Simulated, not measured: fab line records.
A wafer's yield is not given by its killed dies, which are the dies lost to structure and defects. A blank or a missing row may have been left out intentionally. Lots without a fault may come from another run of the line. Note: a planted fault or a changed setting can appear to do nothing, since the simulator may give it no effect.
Chamber matching / flow gf180mcu / GF_V4_CVD_02 on pecvd-03 has 3 sister chambers
The step deposits SiO2 from TEOS, target thk 850 nm, time 94.851 s. 16 wafers are shown with their chamber, then 8 later ones without.

## WAFERS PAIRED WITH THEIR CHAMBERS
wafer=L164.2; chamber=1; heater power w (W)=542; heater power outer w (W)=318; rf fwd power W (W)=594.3
wafer=L164.4; chamber=0; heater power w (W)=488; heater power outer w (W)=283; rf fwd power W (W)=595.4
wafer=L164.5; chamber=2; heater power w (W)=676; heater power outer w (W)=395; rf fwd power W (W)=597.7
wafer=L166.1; chamber=2; heater power w (W)=686; heater power outer w (W)=388; rf fwd power W (W)=597.2
wafer=L166.3; chamber=0; heater power w (W)=605; heater power outer w (W)=374; rf fwd power W (W)=594.4
wafer=L166.4; chamber=1; heater power w (W)=604; heater power outer w (W)=355; rf fwd power W (W)=598.5
wafer=L167.2; chamber=2; heater power w (W)=630; heater power outer w (W)=342; rf fwd power W (W)=596.1
wafer=L167.5; chamber=0; heater power w (W)=479; heater power outer w (W)=290; rf fwd power W (W)=591.1
wafer=L167.6; chamber=2; heater power w (W)=666; heater power outer w (W)=371; rf fwd power W (W)=597.6
wafer=L169.1; chamber=1; heater power w (W)=605; heater power outer w (W)=368; rf fwd power W (W)=595.3
wafer=L169.3; chamber=0; heater power w (W)=487; heater power outer w (W)=290; rf fwd power W (W)=597.6
wafer=L169.5; chamber=2; heater power w (W)=641; heater power outer w (W)=387; rf fwd power W (W)=597.3
wafer=L176.2; chamber=0; heater power w (W)=581; heater power outer w (W)=375; rf fwd power W (W)=597.7
wafer=L176.3; chamber=1; heater power w (W)=592; heater power outer w (W)=349; rf fwd power W (W)=596.9
wafer=L176.6; chamber=2; heater power w (W)=682; heater power outer w (W)=380; rf fwd power W (W)=597.6
wafer=L178.1; chamber=2; heater power w (W)=650; heater power outer w (W)=373; rf fwd power W (W)=600.5

SIGNATURES (averages over the wafers above)
reading=heater power w; chamber 0=528.00; chamber 1=585.75; chamber 2=661.57; scatter within a chamber=39.1
reading=heater power outer w; chamber 0=322.40; chamber 1=347.50; chamber 2=376.57; scatter within a chamber=30.7
reading=rf fwd power W; chamber 0=595.240; chamber 1=596.250; chamber 2=597.714; scatter within a chamber=1.97
Rule: a wafer lies at a distance from a chamber equal to the root of the sum of squares, over the readings, of (its reading less the chamber's mean, divided by the reading's scatter). If the next closest chamber is less than 2 further off than the closest, the wafer can't be placed; otherwise it belongs to the closest. How the scatter is found: for the shown wafers, subtract from each reading the mean of its chamber, square and add these, divide the total by (wafers less chambers), then take the root.

## WAFERS WITH NO CHAMBER GIVEN
wafer=L178.5; heater power w (W)=534; heater power outer w (W)=283; rf fwd power W (W)=600.7
wafer=L178.6; heater power w (W)=592; heater power outer w (W)=375; rf fwd power W (W)=596.0
wafer=L180.1; heater power w (W)=586; heater power outer w (W)=339; rf fwd power W (W)=596.0
wafer=L180.2; heater power w (W)=550; heater power outer w (W)=339; rf fwd power W (W)=596.9
wafer=L180.5; heater power w (W)=624; heater power outer w (W)=364; rf fwd power W (W)=596.8
wafer=L185.1; heater power w (W)=559; heater power outer w (W)=299; rf fwd power W (W)=595.8
wafer=L185.3; heater power w (W)=532; heater power outer w (W)=298; rf fwd power W (W)=596.4
wafer=L185.5; heater power w (W)=591; heater power outer w (W)=345; rf fwd power W (W)=597.2

## CHAMBER TAKEN BY EACH
wafer=L178.5; from the rows above=can't be placed: 0 or 1 or 2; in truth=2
wafer=L178.6; from the rows above=can't be placed: 1 or 2 or 0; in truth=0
wafer=L180.1; from the rows above=can't be placed: 1 or 0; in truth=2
wafer=L180.2; from the rows above=can't be placed: 1 or 0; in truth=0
wafer=L180.5; from the rows above=can't be placed: 2 or 1 or 0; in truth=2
wafer=L185.1; from the rows above=can't be placed: 0 or 1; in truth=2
wafer=L185.3; from the rows above=can't be placed: 0 or 1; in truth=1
wafer=L185.5; from the rows above=can't be placed: 1 or 0 or 2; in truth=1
Correctly placed: 0 of 8. Can't be placed from these rows: 8 (the true chamber is among the candidates in 6). Number placed wrongly: 0.
